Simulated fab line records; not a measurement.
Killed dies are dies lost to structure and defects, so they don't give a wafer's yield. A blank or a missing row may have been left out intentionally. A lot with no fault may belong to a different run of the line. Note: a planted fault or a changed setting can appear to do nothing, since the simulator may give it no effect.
Struck lot and sound lot, side by side :: flow sky130 :: 18 steps out of a route of 708
Sound: these wafers, L287.2, L287.3, L287.4. Wafers L294.1, L294.2, L294.5 were the ones struck. The cause is given at the end.
Order at every step that has rows: each side's tool, ch and its chambers, its first start. Under that, the readings that differ: sound wafers :: struck wafers :: difference of the means :: sigmas: that difference in standard deviations of wafers without a fault.
alike: a reading whose means differ by less than 2 such deviations, as well as words and numbers matching on both sides. not compared: withheld readings; readings where some wafer has no value; bounds like >300 that might hide an equal value; numbers whose values overlap and for which the record gives no deviation.
Wherever a step has rows on one side only, a row that says differs or no value, or a row with sigmas, the two part there. Numbers that don't overlap but have no deviation are shown without sigmas and don't part them. Lack of a reading on every wafer of one side parts them only where that side has two or more wafers.

first, 4 steps without rows for these wafers: SKY_PWDE_SOFTBAKE_03; SKY_PWDE_EXPOSE_04 (exposes mask PWDEM, target cd 840 nm); SKY_PWDE_PEB_05; SKY_PWDE_DEVELOP_06 (develop time 60 s).
SKY_PWDE_OVL_MEAS_07:
  sound: overlay-02 at day 5 09:13; struck: overlay-01 at day 6 12:15
reading: PWDE_OVL (nm)
sound: 0.0 -0.1 -0.2
struck: -3.0 -1.4 -4.6
difference: -2.9
sigmas: -2
next, for these wafers, 1 step has no rows: SKY_PWDE_IMPLANT_08.
SKY_PWDE_STRIP_09: strips in O2/N2.
  sound on plasmaAsher-01 ch 0,1, day 5 09:24; struck on plasmaAsher-03 ch 0,1, day 6 12:26
  alike: drypumpMotorCurrentA, oesProductAu, stripTimeToEndpointS
  not compared: rfHoursCounterH
SKY_PWDE_TW_MEAS_10:
  sound: filmMetro-02 at day 5 09:31; struck: filmMetro-02 at day 6 12:32
  alike: PWDE_TW
then, 4 steps without rows for these wafers: SKY_NWELL_DEHYDRATE_03 (time 60 s); SKY_NWELL_HMDS_04 (prime time 60 s); SKY_NWELL_COAT_05 (resist thk 3000 nm); SKY_NWELL_SOFTBAKE_06.
SKY_NWELL_EXPOSE_07: exposes mask NWM, target cd 840 nm.
  sound on ilineStepper-02 ch 0, day 5 17:59; struck on ilineStepper-02 ch 0, day 6 21:55
reading: model.NWELL.overlayXNm (nm)
sound: 1.269 1.269 1.269
struck: 225.8 225.8 225.8
difference: +224.5
sigmas: 
  alike: mask
then, 2 steps without rows for these wafers: SKY_NWELL_PEB_08; SKY_NWELL_DEVELOP_09 (develop time 60 s).
SKY_NWELL_OVL_MEAS_10:
  sound: overlay-01 at day 6 02:14; struck: overlay-02 at day 7 07:52
reading: NWELL_00_OVL (nm)
sound: 0.0 0.1 0.2
struck: 224.7 227.4 226.8
difference: +226.2
sigmas: +99 or more
next, for these wafers, 1 step has no rows: SKY_NWELL_IMPLANT_11.
-- the record jumps here: 41 days lie between the struck wafers' starts before and after (it left off in module NWELL and takes up again in module PAD_OPEN, whose first step shown is number 708 of the route) --
SKY_PAD_OPEN_PROBE_99:
  the record has rows for the struck wafers here (prober-01, day 48 19:28) and none for the sound ones

## WHERE THEY PART
At SKY_PWDE_OVL_MEAS_07 first; at SKY_PAD_OPEN_PROBE_99 last (within this record only).

WHY: what the simulator had put in
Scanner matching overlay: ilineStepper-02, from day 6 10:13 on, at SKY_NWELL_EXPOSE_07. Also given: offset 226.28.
